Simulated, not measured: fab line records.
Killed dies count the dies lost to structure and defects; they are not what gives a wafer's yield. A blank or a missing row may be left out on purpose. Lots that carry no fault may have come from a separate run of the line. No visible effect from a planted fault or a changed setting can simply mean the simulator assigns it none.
fab line records	flow sky130
[record] lots = 11	wafers = 33	last_day = 50
route steps=708 shown RES_XHIGH@340 LI_CONTACT@363 LOCAL_INTERCONNECT@400 PAD_OPEN@708
lots that met no fault: from a run of the same line without faults
start_h: start of the lot's first displayed wafer, in hours after the record's first day	wait_h: hours from the lot's prior step to this one	" the same as in the row above	L1.1+2: a single row standing in for several wafers	- either no value or no given start	* or withheld: withheld	< > ~ a bound
route shown NAME@n: NAME is a module with steps in the file, n the number in the route of the first one	usual: mean/standard deviation of fault-free wafers	same: alike in all rows	chamber/n: place in a boat	sites: per-site readings	_std_site: their standard deviation	_edge_site: mean of outer sites minus mean of inner sites	radius_mm: for every site, how far away it sits from the centre of the wafer	mask NAME#n: copy n	behind: the most recent tool/chamber to have shaped the wafer	hold: why the lot went on hold/how many hours it stayed there/how the hold came to an end	device: which transistor (n, p or np) failed to switch	end of line: at the end of the route, the tests of the same wafers	a step without rows: its recipe alone	killed: dies lost to structure and defects at the first sort, not the wafer's yield	map: per-die view of a wafer (x killed, . not killed, _ where there is no die)
set.NAME: the setting as run; set.NAME@STEP: as run at that earlier step	model.NAME: the simulator's own value behind a step, which no gauge read
one table for each step of the route and one row for each wafer, over a sample of lots
services: from which hour (start_h, from the record's first day; less than 0 if before it) a tool's chamber was out of use, for how many hours, and why
[[steps]]
[step SKY_RES_XHIGH_STRIP_08]
[recipe] chemistry = O2/N2	power_w = 1400	pressure_mtorr = 1500	platen_temp_c = withheld	o2_flow_sccm = 3000	n2_flow_sccm = 300	overash_fraction = 0.5
[usual] drypump_motor_current_A = 5.9/0.62	oes_product_au = 0.711/0.0044	strip_time_to_endpoint_s = 14.27/0.036
[same] overash_fraction = 0.5
lot.wafer	tool	chamber	start_h	wait_h	drypump_motor_current_A	oes_product_au	rf_hours_counter_h	strip_time_to_endpoint_s
L141.1	plasma_asher-02	0	638.53	0.1	5.1	0.709	53	14.28
L141.2	"	1	"	"	6.6	0.713	53	14.27
L141.3	"	1	"	"	6.6	0.709	-	14.23
L145.2	plasma_asher-02	1	672.98	0.1	6.6	0.705	57	14.27
L145.5	"	1	"	"	6.6	0.714	-	14.24
L145.6	"	0	"	"	5.1	0.707	-	14.23
L148.1	plasma_asher-01	0	719.63	0.1	6.5	0.719	29	14.23
L148.2	"	1	"	"	5.7	0.716	29	14.21
L148.4	"	1	"	"	5.7	0.717	-	14.21
L151.1	plasma_asher-02	1	735.18	0.1	6.6	0.710	63	14.23
L151.5	"	0	"	"	5.1	0.710	-	14.23
L151.6	"	1	"	"	6.6	0.712	-	14.21
L154.3	plasma_asher-03	0	749.66	0.1	6.0	0.719	-	14.24
L154.5	"	0	"	"	6.1	0.710	-	14.30
L154.6	"	1	"	"	5.7	0.716	-	14.27
L157.2	plasma_asher-02	0	767.23	0.1	5.1	0.703	68	14.25
L157.3	"	1	"	"	6.6	0.703	-	14.28
L157.4	"	0	"	"	5.1	0.714	-	14.32
L159.1	plasma_asher-02	1	775.73	0.1	6.6	0.708	68	14.29
L159.3	"	0	"	"	5.1	0.704	-	14.25
L159.6	"	0	"	"	5.1	0.709	-	14.29
L158.3	plasma_asher-01	0	781.63	0.1	6.5	0.710	-	14.29
L158.4	"	1	"	"	5.7	0.705	-	14.31
L158.5	"	1	"	"	5.7	0.716	-	14.31
L160.1	plasma_asher-02	0	790.75	0.1	5.1	0.714	70	14.26
L160.2	"	1	"	"	6.6	0.712	70	14.25
L160.4	"	1	"	"	6.6	0.712	-	14.28
L162.2	plasma_asher-01	0	801.03	0.1	6.5	0.710	39	14.31
L162.3	"	0	"	"	6.5	0.716	-	14.29
L162.5	"	1	"	"	5.7	0.706	-	14.29
L163.1	plasma_asher-02	1	809.08	0.1	6.6	0.713	72	14.26
L163.4	"	1	"	"	6.6	0.718	-	14.18
L163.5	"	1	"	"	6.5	0.705	-	14.26
[step SKY_LI_CONTACT_THK_MEAS_01]
[recipe] reads = PSG_of_LI_CONTACT_HDPCVD_00
[usual] LI_CONTACT_HDPCVD_THK = 925/8.8
lot.wafer	tool	chamber	start_h	wait_h	LI_CONTACT_HDPCVD_THK[nm]
L141.1	film_metro-01	-	670.02	0.1	931
L141.2	"	-	"	"	928
L141.3	"	-	"	"	941
L145.2	film_metro-01	-	703.32	0.1	932
L145.5	"	-	"	"	946
L145.6	"	-	"	"	937
L148.1	film_metro-01	-	746.75	0.1	932
L148.2	"	-	"	"	913
L148.4	"	-	"	"	922
L151.1	film_metro-01	-	762.97	0.1	911
L151.5	"	-	"	"	922
L151.6	"	-	"	"	920
L154.3	film_metro-01	-	778.01	0.1	940
L154.5	"	-	"	"	927
L154.6	"	-	"	"	941
L157.2	film_metro-02	-	794.58	0.1	920
L157.3	"	-	"	"	904
L157.4	"	-	"	"	910
L159.1	film_metro-04	-	803.26	0.1	923
L159.3	"	-	"	"	916
L159.6	"	-	"	"	923
L158.3	film_metro-04	-	809.39	0.1	930
L158.4	"	-	"	"	936
L158.5	"	-	"	"	940
L160.1	film_metro-04	-	817.05	0.1	916
L160.2	"	-	"	"	942
L160.4	"	-	"	"	931
L162.2	film_metro-02	-	828.54	0.1	903
L162.3	"	-	"	"	923
L162.5	"	-	"	"	911
L163.1	film_metro-02	-	836.75	0.1	912
L163.4	"	-	"	"	911
L163.5	"	-	"	"	923
[step SKY_LI_CONTACT_CMP_24]
[recipe] stop_on = PSG	t_overpolish_s = 20	down_force_psi = 3.5	platen_rpm = 60	target_thk_nm = 0	pad_velocity_m_s = 0.94248
[usual] motor_current_A = 10.5/1.2	overpolish_run_s = 19.999/0.0088	time_to_endpoint_s = 95/4.4
lot.wafer	tool	chamber	start_h	wait_h	motor_current_A	overpolish_run_s	time_to_endpoint_s
L141.2	cmp-02	0	700.57	0.0	11.4	20.007	99
L141.1	"	2	"	"	12.2	20.008	92
L141.3	"	3	"	"	10.7	19.999	92
L145.2	cmp-02	2	732.77	0.1	13.5	20.003	93
L145.6	"	0	"	"	11.6	20.000	96
L145.5	"	1	"	"	9.4	19.995	96
L148.4	cmp-02	2	777.60	0.1	12.6	19.999	93
L148.2	"	3	"	"	10.5	19.987	90
L148.1	"	0	"	"	10.9	19.998	103
L151.1	cmp-01	3	791.41	0.2	9.2	19.997	91
L151.6	"	0	"	"	8.9	20.008	92
L151.5	"	1	"	"	10.7	20.003	94
L154.3	cmp-01	0	805.17	0.1	9.3	19.994	98
L154.5	"	2	"	"	10.6	20.006	97
L154.6	"	3	"	"	9.6	19.989	92
L157.3	cmp-01	1	822.54	0.1	11.4	20.017	96
L157.2	"	2	"	"	11.4	20.016	89
L157.4	"	3	"	"	9.4	19.996	91
L159.1	cmp-01	3	831.25	0.1	9.6	19.991	89
L159.3	"	1	"	"	10.0	20.005	92
L159.6	"	2	"	"	11.4	20.002	90
L158.4	cmp-02	3	837.79	0.0	10.8	20.000	88
L158.3	"	1	"	"	9.1	20.017	90
L158.5	"	3	"	"	10.4	20.013	88
L160.4	cmp-02	0	845.42	0.0	11.3	19.989	97
L160.2	"	2	"	"	13.2	20.007	88
L160.1	"	3	"	"	10.7	19.992	90
L162.3	cmp-02	2	856.37	0.1	12.6	19.999	90
L162.2	"	3	"	"	11.0	19.993	88
L162.5	"	0	"	"	11.6	20.001	98
L163.1	cmp-02	3	864.37	0.1	11.1	20.003	88
L163.4	"	1	"	"	9.1	20.002	95
L163.5	"	3	"	"	11.0	20.003	90
[step SKY_LOCAL_INTERCONNECT_ETCH_13]
[recipe] chemistry = N2/H2	target = BARC	ion_energy_ev = 200	bias_w = 100	pressure_mtorr = 30	n2_flow_sccm = 100	h2_flow_sccm = 200	icp_w = 500	stop_on = SiO2	time_s = 45.9	target_depth_a = 600
[usual] drypump_motor_current_A = 5.7/0.41	oes_product_au = 0.854/0.0049	rf_fwd_power_W = 494.7/2.5	run_length_s = 73.9/0.67	throttle_valve_pct = 13.224/0.0097
lot.wafer	tool	chamber	start_h	wait_h	drypump_motor_current_A	oes_product_au	rf_fwd_power_W	rf_hours_counter_h	run_length_s	throttle_valve_pct
L141.1	rie_metal-02	1	729.30	0.0	6.3	0.853	489.7	11	74.2	13.234
L141.2	"	0	"	"	6.0	0.860	495.8	14	73.8	13.220
L141.3	"	1	"	"	6.3	0.851	489.9	-	73.9	13.219
L145.2	rie_metal-04	1	760.05	0.0	5.8	0.856	495.7	1	77.2	13.248
L145.5	"	0	"	"	5.7	0.853	491.3	-	76.5	13.226
L145.6	"	1	"	"	5.8	0.869	494.0	-	77.3	13.211
L148.1	rie_metal-01	1	804.45	0.0	5.1	0.851	496.0	14	73.8	13.207
L148.2	"	0	"	"	5.6	0.858	493.3	5	74.2	13.227
L148.4	"	0	"	"	5.6	0.859	495.6	-	74.2	13.235
L151.1	rie_metal-01	0	818.25	0.0	5.6	0.848	495.4	6	74.1	13.224
L151.5	"	1	"	"	5.1	0.852	498.0	-	73.9	13.209
L151.6	"	0	"	"	5.6	0.855	496.6	-	74.7	13.218
L154.3	rie_metal-02	0	832.67	0.0	6.0	0.852	498.4	-	74.5	13.213
L154.5	"	1	"	"	6.4	0.849	492.4	-	73.7	13.225
L154.6	"	0	"	"	6.0	0.849	495.7	-	74.5	13.238
L157.2	rie_metal-01	0	849.65	0.0	5.6	0.856	496.6	7	73.9	13.226
L157.3	"	0	"	"	5.6	0.850	496.6	-	74.2	13.222
L157.4	"	1	"	"	5.1	0.804	496.1	-	78.4	13.239
L159.1	rie_metal-01	1	858.75	0.0	5.1	0.803	496.4	16	78.1	13.223
L159.3	"	1	"	"	5.1	0.811	497.4	-	78.4	13.229
L159.6	"	1	"	"	5.1	0.808	499.1	-	78.1	13.221
L158.3	rie_metal-01	1	865.30	0.1	5.1	0.819	497.2	-	78.2	13.217
L158.4	"	1	"	"	5.1	0.808	496.5	-	78.6	13.227
L158.5	"	1	"	"	5.1	0.804	499.3	-	78.7	13.223
L160.1	rie_metal-04	0	872.65	0.0	5.7	0.859	491.5	11	73.9	13.226
L160.2	"	1	"	"	5.8	0.855	495.4	4	73.9	13.214
L160.4	"	1	"	"	5.8	0.850	495.8	-	74.1	13.227
L162.2	rie_metal-04	1	883.65	0.0	5.8	0.856	496.0	4	73.7	13.227
L162.3	"	0	"	"	5.7	0.861	494.2	-	73.4	13.208
L162.5	"	0	"	"	5.7	0.848	496.4	-	73.5	13.233
L163.1	rie_metal-02	0	890.85	0.0	6.0	0.848	496.9	3	74.1	13.210
L163.4	"	0	"	"	6.0	0.855	496.9	-	74.2	13.211
L163.5	"	0	"	"	6.0	0.858	496.1	-	74.0	13.236
[step SKY_LOCAL_INTERCONNECT_STRIP_15]
[recipe] chemistry = O2/N2	power_w = 1400	pressure_mtorr = 1500	platen_temp_c = withheld	o2_flow_sccm = 3000	n2_flow_sccm = 300	overash_fraction = 0.5
[usual] drypump_motor_current_A = 6.1/0.49	oes_product_au = 0.427/0.0044	strip_time_to_endpoint_s = 4.726/0.018
[same] overash_fraction = 0.5
lot.wafer	tool	chamber	start_h	wait_h	drypump_motor_current_A	oes_product_au	rf_hours_counter_h	strip_time_to_endpoint_s
L141.1	plasma_asher-04	1	729.42	0.0	6.0	0.426	93	4.734
L141.2	"	0	"	"	6.5	0.423	93	4.714
L141.3	"	1	"	"	6.0	0.426	-	4.722
L145.2	plasma_asher-01	1	760.21	0.0	5.7	0.429	34	4.748
L145.5	"	1	"	"	5.7	0.426	-	4.718
L145.6	"	0	"	"	6.5	0.425	-	4.726
L148.1	plasma_asher-04	1	804.57	0.0	6.0	0.428	98	4.753
L148.2	"	0	"	"	6.5	0.430	98	4.746
L148.4	"	0	"	"	6.5	0.427	-	4.756
L151.1	plasma_asher-01	0	818.37	0.0	6.5	0.434	40	4.728
L151.5	"	1	"	"	5.7	0.423	-	4.704
L151.6	"	0	"	"	6.5	0.431	-	4.715
L154.3	plasma_asher-04	1	832.80	0.1	6.0	0.431	-	4.710
L154.5	"	0	"	"	6.5	0.425	-	4.703
L154.6	"	1	"	"	6.0	0.429	-	4.701
L157.2	plasma_asher-04	1	849.77	0.0	6.0	0.427	103	4.740
L157.3	"	0	"	"	6.5	0.433	-	4.747
L157.4	"	1	"	"	6.0	0.424	-	4.673
L159.1	plasma_asher-01	1	858.98	0.1	5.7	0.420	45	4.644
L159.3	"	1	"	"	5.7	0.420	-	4.663
L159.6	"	0	"	"	6.5	0.420	-	4.663
L158.3	plasma_asher-02	1	865.52	0.1	6.6	0.430	-	4.673
L158.4	"	0	"	"	5.1	0.418	-	4.704
L158.5	"	1	"	"	6.6	0.428	-	4.674
L160.1	plasma_asher-02	1	872.77	0.0	6.7	0.424	79	4.739
L160.2	"	0	"	"	5.1	0.431	79	4.784
L160.4	"	0	"	"	5.1	0.425	-	4.753
L162.2	plasma_asher-04	0	883.77	0.0	6.5	0.427	107	4.730
L162.3	"	1	"	"	6.0	0.420	-	4.730
L162.5	"	0	"	"	6.5	0.421	-	4.701
L163.1	plasma_asher-04	1	891.08	0.1	6.0	0.432	108	4.730
L163.4	"	0	"	"	6.5	0.421	-	4.703
L163.5	"	1	"	"	6.0	0.423	-	4.709
[step SKY_PAD_OPEN_PROBE_99]
[usual] killed_at_M0_to_M3 = 43/7.3	killed_at_M4_up = 3.2/1.9	killed_at_contacts = 25/5.4	killed_at_front_end = 16/4.4	killed_at_other = 0.4/0.66	killed_dies = 87/11	killed_open = 48/7.9	killed_short = 39/6.5
[same] gross_dies = 492	killed_at_back_side = 0
lot.wafer	tool	chamber	start_h	wait_h	killed_at_M0_to_M3	killed_at_M4_up	killed_at_contacts	killed_at_front_end	killed_at_other	killed_dies	killed_open	killed_short
L157.3	prober-01	-	1185.59	0.2	26	6	34	23	0	89	51	38
L159.1	prober-02	-	1189.46	0.1	29	2	23	8	0	62	29	33
L159.3	prober-02	-	1189.56	0.2	40	3	25	10	1	79	49	29
L159.6	prober-02	-	1189.71	0.2	42	1	24	17	0	84	43	41
L160.1	prober-02	-	1200.16	0.1	42	6	19	17	0	84	47	37
L160.2	prober-02	-	1200.21	0.1	32	2	16	14	2	66	39	27
L160.4	prober-02	-	1200.31	0.2	42	2	17	14	0	75	40	35
// killed by level:class
L157.3 CONTACT:geometric_particle:open=13 LI_CONTACT:geometric_particle:open=11 VIA1:geometric_particle:open=6 CONTACT:geometric_particle:short=5 METAL4:geometric_particle:short=5 VIA3:geometric_particle:open=5 FIELD_ISO:geometric_particle:short=4 POLY_GATE:geometric_particle:short=4
L159.1 METAL2:geometric_particle:short=7 LI_CONTACT:geometric_particle:open=7 CONTACT:geometric_particle:open=6 CONTACT:geometric_particle:short=6 VIA1:geometric_particle:short=5 VIA2:geometric_particle:open=5 VIA1:geometric_particle:open=4 VIA2:geometric_particle:short=2
L159.3 CONTACT:geometric_particle:open=11 VIA3:geometric_particle:open=11 VIA1:geometric_particle:open=8 LI_CONTACT:geometric_particle:open=7 VIA2:geometric_particle:open=7 FIELD_ISO:geometric_particle:short=4 CONTACT:geometric_particle:short=4 METAL2:geometric_particle:short=4
L159.6 CONTACT:geometric_particle:open=9 VIA3:geometric_particle:open=7 FIELD_ISO:geometric_particle:short=6 METAL2:geometric_particle:short=6 VIA3:geometric_particle:short=6 LI_CONTACT:geometric_particle:open=5 LOCAL_INTERCONNECT:geometric_particle:short=5 VIA1:geometric_particle:open=5
L160.1 CONTACT:geometric_particle:open=11 VIA3:geometric_particle:open=8 VIA1:geometric_particle:open=7 METAL1:geometric_particle:short=5 VIA2:geometric_particle:open=5 VIA3:geometric_particle:short=5 METAL4:geometric_particle:short=4 LI_CONTACT:geometric_particle:open=4
L160.2 VIA1:geometric_particle:open=8 LI_CONTACT:geometric_particle:open=6 VIA2:geometric_particle:open=6 CONTACT:geometric_particle:open=5 METAL1:geometric_particle:short=4 POLY_GATE:geometric_particle:open=3 POLY_GATE:geometric_particle:short=3 LOCAL_INTERCONNECT:geometric_particle:short=3
L160.4 VIA1:geometric_particle:open=11 METAL2:geometric_particle:short=6 VIA2:geometric_particle:open=6 LI_CONTACT:geometric_particle:open=5 VIA1:geometric_particle:short=5 POLY_GATE:geometric_particle:short=4 CONTACT:geometric_particle:open=4 FIELD_ISO:geometric_particle:short=3
[[services]]
tool	chamber	start_h	hours	kind
rie_metal-02	1	621.73	5.6	repair
rie_metal-04	1	648.16	21.9	repair
cmp-02	-	649.32	0.7	repair
cmp-01	-	655.54	1.6	repair
rie_metal-02	-	656.52	4.3	pm
cmp-01	-	657.45	1.6	repair
cmp-01	-	681.01	4.0	pm
plasma_asher-04	-	739.17	28.1	pm
cmp-01	-	744.28	4.0	pm
cmp-02	-	745.99	28.9	repair
cmp-02	-	762.36	4.1	repair
cmp-01	-	768.26	1.4	repair
plasma_asher-01	-	775.98	2.8	pm
cmp-02	-	801.89	5.1	repair
cmp-01	-	820.14	0.9	repair
cmp-01	-	820.98	0.3	repair
cmp-01	-	839.81	2.3	repair
cmp-02	-	842.43	0.9	repair
plasma_asher-01	-	846.96	0.4	repair
rie_metal-01	0	856.01	57.2	repair
cmp-01	-	856.67	0.2	repair
cmp-01	-	858.48	1.2	repair
rie_metal-01	1	861.02	3.1	repair
cmp-02	-	865.20	0.8	repair
[[key]]
[first_sign] step = SKY_LOCAL_INTERCONNECT_ETCH_13	reading = oes_product_au	direction = down	sigmas = 9.3	usual = 0.854	struck = 0.808
[effect] step = SKY_LOCAL_INTERCONNECT_ETCH_13	reading = run_length_s	direction = up	sigmas = 6.6	usual = *	struck = *
[effect] step = SKY_LOCAL_INTERCONNECT_STRIP_15	reading = strip_time_to_endpoint_s	direction = down	sigmas = 3	usual = *	struck = *
met_at SKY_LOCAL_INTERCONNECT_ETCH_13
struck_lots L157,L158,L159
struck_wafers L157.4,L158.3,L158.4,L158.5,L159.1,L159.3,L159.6
tester_left_out L157,L158,L159
not_acting_at SKY_RES_XHIGH_STRIP_08,SKY_LI_CONTACT_THK_MEAS_01,SKY_LI_CONTACT_CMP_24
onset_between 818.25 849.65
[fault] kind = process_parameter_drift	tool = rie_metal-01	chamber = 1	onset_h = 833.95	steps = SKY_LOCAL_INTERCONNECT_ETCH_13	channel = time_s	offset = *	shape = step	end_h = 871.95	acts_in = *	stated = *
// tester_left_out: of these lots the tester's yield and bins aren't shown, on N5 and GAA mostly nor the transistor test; their killed dies are dies lost to structure and defects alone, not to doping, threshold or leakage, so they don't give the yield
